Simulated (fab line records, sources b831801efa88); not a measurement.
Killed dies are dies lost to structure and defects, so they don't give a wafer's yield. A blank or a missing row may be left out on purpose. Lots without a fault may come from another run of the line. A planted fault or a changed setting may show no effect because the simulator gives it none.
One fault seen from 2 desks | flow gf180mcu | each desk has only its own numbers; what lay behind them comes last

THE TOOL OWNER'S DESK: plasma_asher-02
The tool's own readings at GF_HV_LDD_STRIP_10 (strips in O2/N2): means of the sampled wafers that have a number, for each lot that ran on this tool. A lot is out of limits, marked OUT, if its mean lies more than 4 standard deviations from the usual mean; the brackets give that distance.
Columns: A = drypump_motor_current_A at GF_HV_LDD_STRIP_10, usual 5.57 A; B = heater_power_w at GF_HV_LDD_STRIP_10, usual 323 W; C = oes_product_au at GF_HV_LDD_STRIP_10, usual 0.716 a.u.; D = strip_time_to_endpoint_s at GF_HV_LDD_STRIP_10, usual 12.63 s
lot  | first seen here | A    | B   | C     | D
L997 | day 10 20:47    | 5.46 | 310 | 0.715 | 12.63
L999 | day 11 07:50    | 5.38 | 320 | 0.717 | 12.59
L101 | day 11 13:20    | 5.46 | 313 | 0.715 | 12.62
L102 | day 12 00:54    | 5.37 | 321 | 0.715 | 12.62
L106 | day 12 18:17    | 5.45 | 309 | 0.715 | 12.67
L108 | day 13 09:38    | 5.57 | 299 | 0.717 | 12.65
L109 | day 13 15:20    | 5.45 | 309 | 0.716 | 12.63
L110 | day 14 00:35    | 5.47 | 312 | 0.718 | 12.63
L114 | day 15 04:59    | 5.47 | 313 | 0.712 | 12.59
L115 | day 15 10:50    | 5.56 | 299 | 0.718 | 12.61
This desk's finding: nothing out of limits on any of the 10 lots.

THE METROLOGY DESK
What the gauges read, lot by lot, whatever tool the lot ran on: means of the sampled wafers that have a number. A lot is out of limits, marked OUT, if its mean lies more than 4 standard deviations from the usual mean; the brackets give that distance.
Columns: A = cd_nm at GF_V5_CD_MEAS_14, usual 260.1 nm
lot  | first seen here | A
L997 | day 27 20:17    | 259.1
L999 | day 28 11:58    | 259.4
L101 | day 28 15:38    | 260.5
L102 | day 29 06:09    | 259.8
L106 | day 30 00:11    | 260.5
L107 | day 30 08:11    | 259.7
L108 | day 30 12:43    | 261.3
L109 | day 31 02:56    | 260.4
L110 | day 31 05:24    | 259.4
L112 | day 31 16:32    | 261.6
L114 | day 32 04:28    | 261.1
L115 | day 32 09:11    | 262.0
L119 | day 33 04:48    | 259.6
This desk's finding: nothing out of limits on any of the 13 lots.

PUT TOGETHER
The tool owner's desk saw nothing out of limits.
The metrology desk saw nothing out of limits.

WHAT THE SIMULATOR HAD PUT IN
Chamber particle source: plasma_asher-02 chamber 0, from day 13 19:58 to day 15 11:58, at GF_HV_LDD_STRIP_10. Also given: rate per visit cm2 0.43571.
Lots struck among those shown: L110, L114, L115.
